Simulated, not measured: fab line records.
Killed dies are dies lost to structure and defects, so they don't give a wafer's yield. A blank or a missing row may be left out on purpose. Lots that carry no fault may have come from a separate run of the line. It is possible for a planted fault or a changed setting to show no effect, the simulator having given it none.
A lot that was struck, set against a sound lot	flow gf180mcu	44 out of 602 route steps
Sound: wafers L333.1, L333.4, L333.6. Struck: wafers L340.1, L340.5, L340.6. The cause is named last.
For every step that has rows: the tool of each side, followed by ch and its chambers, followed by its first start. Under that, the readings that differ: sound wafers	struck wafers	difference of the means	sigmas: that difference in standard deviations of wafers without a fault.
alike: a reading whose means differ by less than 2 such deviations, as well as words and numbers matching on both sides. not compared: withheld readings; readings where some wafer has no value; bounds like >300 that might hide an equal value; numbers whose values overlap and for which the record gives no deviation.
The two part at a step that has a row with sigmas, a row that says differs or no value, or rows on one side only. When numbers do not overlap yet have no deviation, they are printed without sigmas and do not part them. Lack of a reading on every wafer of one side parts them only where that side has two or more wafers.

first, 1 step without rows for these wafers: GF_MVSD_IMPLANT_09.
GF_MVSD_STRIP_10: strips in O2/N2.
  sound on plasma-asher-04 ch 0,1, day 4 22:46; struck on plasma-asher-04 ch 0,1, day 6 16:28
  alike: drypump-motor-current-A, heater-power-w, oes-product-au, strip-time-to-endpoint-s
  not compared: rf-hours-counter-h
GF_MVSD_TW_MEAS_11:
  sound: film-metro-03 at day 4 22:52; struck: film-metro-01 at day 6 16:34
  alike: MVSD_TW
then, 7 steps without rows for these wafers: GF_MVPSD_DEHYDRATE_00 (time 60 s); GF_MVPSD_HMDS_01 (prime time 60 s); GF_MVPSD_COAT_02 (resist thk 3000 nm); GF_MVPSD_SOFTBAKE_03; GF_MVPSD_EXPOSE_04 (exposes mask MVPSD, target cd 1000 nm); GF_MVPSD_PEB_05; GF_MVPSD_DEVELOP_06 (develop time 60 s).
GF_MVPSD_OVL_MEAS_07:
  sound: overlay-01 at day 5 13:26; struck: overlay-01 at day 7 07:20
  alike: MVPSD_OVL
following that, these wafers have no rows for 1 step: GF_MVPSD_IMPLANT_08.
GF_MVPSD_IMPLANT_09:
  sound on implanter-04 ch 0, day 5 13:37; struck on implanter-04 ch 0, day 7 07:31
reading	sound	struck	difference	sigmas
dose-ions-cm2	5.004e+12 5.002e+12 5.002e+12	4.523e+12 4.523e+12 4.527e+12	-4.783e+11	-90
faraday-current-uA	27.9 29.8 28.4	25.2 26.0 24.3	-3.5	-6
  alike: beam-energy-keV
GF_MVPSD_STRIP_10: strips in O2/N2.
  sound on plasma-asher-01 ch 0, day 5 13:46; struck on plasma-asher-02 ch 0,1, day 7 07:40
  alike: drypump-motor-current-A, heater-power-w, oes-product-au, strip-time-to-endpoint-s
  not compared: rf-hours-counter-h
GF_MVPSD_TW_MEAS_11:
  sound: film-metro-02 at day 5 13:52; struck: film-metro-02 at day 7 07:46
  alike: MVPSD_TW
then, 7 steps without rows for these wafers: GF_VT_IMPLANT_DEHYDRATE_00 (time 60 s); GF_VT_IMPLANT_HMDS_01 (prime time 60 s); GF_VT_IMPLANT_COAT_02 (resist thk 1000 nm); GF_VT_IMPLANT_SOFTBAKE_03 (time 60 s); GF_VT_IMPLANT_EXPOSE_04 (exposes mask LVPWELL LV AREA, target cd 600 nm); GF_VT_IMPLANT_PEB_05; GF_VT_IMPLANT_DEVELOP_06 (develop time 60 s).
GF_VT_IMPLANT_OVL_MEAS_07:
  sound: overlay-02 at day 6 04:19; struck: overlay-02 at day 7 23:21
  alike: VT_IMPLANT_OVL
following that, these wafers have no rows for 1 step: GF_VT_IMPLANT_IMPLANT_08.
GF_VT_IMPLANT_STRIP_09: strips in O2/N2.
  sound on plasma-asher-02 ch 0,1, day 6 04:30; struck on plasma-asher-01 ch 0,1, day 7 23:32
  alike: drypump-motor-current-A, heater-power-w, oes-product-au, strip-time-to-endpoint-s
  not compared: rf-hours-counter-h
GF_VT_IMPLANT_TW_MEAS_10:
  sound: film-metro-04 at day 6 04:36; struck: film-metro-03 at day 7 23:38
reading	sound	struck	difference	sigmas
VT_IMPLANT_TW	555 558 557	565 564 564	+8	+2
then, 7 steps without rows for these wafers: GF_VT_IMPLANT_DEHYDRATE_11 (time 60 s); GF_VT_IMPLANT_HMDS_12 (prime time 60 s); GF_VT_IMPLANT_COAT_13 (resist thk 1000 nm); GF_VT_IMPLANT_SOFTBAKE_14 (time 60 s); GF_VT_IMPLANT_EXPOSE_15 (exposes mask Nwell LV AREA, target cd 860 nm); GF_VT_IMPLANT_PEB_16; GF_VT_IMPLANT_DEVELOP_17 (develop time 60 s).
GF_VT_IMPLANT_OVL_MEAS_18:
  sound: overlay-02 at day 6 19:33; struck: overlay-02 at day 8 15:13
  alike: VT_IMPLANT_01_OVL
following that, these wafers have no rows for 1 step: GF_VT_IMPLANT_IMPLANT_19.
GF_VT_IMPLANT_STRIP_20: strips in O2/N2.
  sound on plasma-asher-01 ch 0,1, day 6 19:44; struck on plasma-asher-04 ch 0,1, day 8 15:24
  alike: drypump-motor-current-A, heater-power-w, oes-product-au, strip-time-to-endpoint-s
  not compared: rf-hours-counter-h
GF_VT_IMPLANT_TW_MEAS_21:
  sound: film-metro-04 at day 6 19:50; struck: film-metro-04 at day 8 15:30
reading	sound	struck	difference	sigmas
VT_IMPLANT_2_TW	1198 1203 1203	1215 1216 1218	+15	+2
then, 5 steps without rows for these wafers: GF_VT_IMPLANT_DEHYDRATE_22 (time 60 s); GF_VT_IMPLANT_HMDS_23 (prime time 60 s); GF_VT_IMPLANT_COAT_24 (resist thk 1000 nm); GF_VT_IMPLANT_SOFTBAKE_25 (time 60 s); GF_VT_IMPLANT_EXPOSE_26 (exposes mask LVPWELL HV AREA, target cd 860 nm).
GF_VT_IMPLANT_RS_MEAS_49: a four-point-probe measurement.
  sound: film-metro-03 at day 8 05:03; struck: film-metro-01 at day 10 01:54
reading	sound	struck	difference	sigmas
MVPSD_RS (ohm/sq)	1169.1 1171.7 1168.6	1189.1 1188.0 1186.1	+17.9	+8
following that, these wafers have no rows for 1 step: GF_PASSIVATION_PROBE_99.

## WHERE THEY PART
First at GF_MVPSD_IMPLANT_09; last, within this record, at GF_VT_IMPLANT_RS_MEAS_49.

WHY: the cause the simulator had injected
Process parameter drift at GF_MVPSD_IMPLANT_09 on implanter-04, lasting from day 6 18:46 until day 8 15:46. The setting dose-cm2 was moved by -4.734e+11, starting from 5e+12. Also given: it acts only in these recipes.
